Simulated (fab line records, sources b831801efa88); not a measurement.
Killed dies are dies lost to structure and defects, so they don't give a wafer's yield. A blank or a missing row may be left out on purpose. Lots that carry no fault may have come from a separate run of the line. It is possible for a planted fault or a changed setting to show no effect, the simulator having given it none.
Which tool did it? | flow sky130 | 13 lots, 39 wafers sampled, at 2 steps of a route of 708

== WHAT THE GAUGES SHOWED, per wafer ==
The record lacks any reading of a measuring or inspecting step that a usual standard deviation could be used to judge.

== TOOL THAT RAN EACH LOT (tool first, then ch and the chambers of the sampled wafers, then the start) ==
lot  | SKY_LDD_LDN_STRIP_12                 | SKY_PAD_OPEN_PROBE_99
L220 | plasma_asher-01 ch 0,1, day 23 19:14 | -
L222 | plasma_asher-04 ch 0,1, day 24 11:31 | -
L221 | plasma_asher-04 ch 0,1, day 24 11:47 | -
L223 | plasma_asher-01 ch 0,1, day 24 19:50 | -
L225 | plasma_asher-01 ch 0,1, day 25 11:59 | prober-02, day 47 16:34
L235 | plasma_asher-01 ch 0,1, day 28 16:41 | -
L236 | plasma_asher-01 ch 0,1, day 28 20:55 | -
L237 | plasma_asher-01 ch 0,1, day 29 13:46 | -
L238 | plasma_asher-03 ch 0,1, day 29 14:04 | prober-01, day 50 06:46
L240 | plasma_asher-04 ch 0,1, day 30 05:56 | -
L239 | plasma_asher-03 ch 0,1, day 30 07:20 | -
L241 | plasma_asher-03 ch 0,1, day 30 16:14 | -
L242 | plasma_asher-04 ch 0,1, day 31 00:10 | -
- SKY_LDD_LDN_STRIP_12: strips in O2/N2.
- SKY_PAD_OPEN_PROBE_99

== WHAT THE TOOLS THEMSELVES READ (means of the sampled wafers that have a number; where no wafer has one, the mark that the record gives instead) ==
SKY_LDD_LDN_STRIP_12.
lot  | tool            | drypump_motor_current_A (A) | oes_product_au (a.u.) | strip_time_to_endpoint_s (s)
L220 | plasma_asher-01 | 5.9                         | 0.717                 | 14.18
L222 | plasma_asher-04 | 5.6                         | 0.714                 | 14.14
L221 | plasma_asher-04 | 5.7                         | 0.715                 | 14.24
L223 | plasma_asher-01 | 6.0                         | 0.715                 | 14.14
L225 | plasma_asher-01 | 5.9                         | 0.954                 | -
L235 | plasma_asher-01 | 6.0                         | 0.716                 | 14.20
L236 | plasma_asher-01 | 5.9                         | 0.716                 | 14.21
L237 | plasma_asher-01 | 5.9                         | 0.720                 | 14.10
L238 | plasma_asher-03 | 5.1                         | 0.713                 | 14.24
L240 | plasma_asher-04 | 5.7                         | 0.720                 | 14.19
L239 | plasma_asher-03 | 5.1                         | 0.719                 | 14.15
L241 | plasma_asher-03 | 5.1                         | 0.718                 | 14.18
L242 | plasma_asher-04 | 5.6                         | 0.713                 | 14.16

SKY_PAD_OPEN_PROBE_99.
lot  | tool      | killed_at_M0_to_M3 | killed_at_M4_up | killed_at_contacts | killed_at_front_end | killed_at_other | killed_dies | killed_on_rim | killed_open | killed_short
L225 | prober-02 | 47                 | 3.0             | 33                 | 408                 | 0.3             | 492         | 96            | 53          | 45
L238 | prober-01 | 43                 | 3.3             | 19                 | 18                  | 0.3             | 83          | 18            | 41          | 43

== THE ANSWER, worked out from the rows above alone ==
Rule: the usual values come from the lots themselves. The widest of any qualifying gaps counts: lots, ordered by their means at a reading, are off when they make up no more than a third of the lots, leave a main group of 4 or more, and stand apart from it by 3 or more times the standard deviation of that group's means. A main group whose means are all the same, to the digits that the tables above print for the reading, isn't used. Also off: a lot with no number at a reading for which 4 or more lots have one. Where the step has rows for the other lots, those lots are counted as sound. After the gauges, taken in route order, come the tools' own readings; for these a lot's mean is taken, as printed above. At the first step where some lot is off, the reading lying furthest off is the one used; lots without a number count as furthest.
Off: L225, at SKY_LDD_LDN_STRIP_12 (strip_time_to_endpoint_s). Without a number there: L225. For the main group the mean is 14.18 s and the standard deviation 0.04.
A tool fits if, at that step or a process step before it, it ran every lot that is off, and no sound lot after the first of them. No candidate that was tried fits.

== WHAT WAS PUT IN BY THE SIMULATOR ==
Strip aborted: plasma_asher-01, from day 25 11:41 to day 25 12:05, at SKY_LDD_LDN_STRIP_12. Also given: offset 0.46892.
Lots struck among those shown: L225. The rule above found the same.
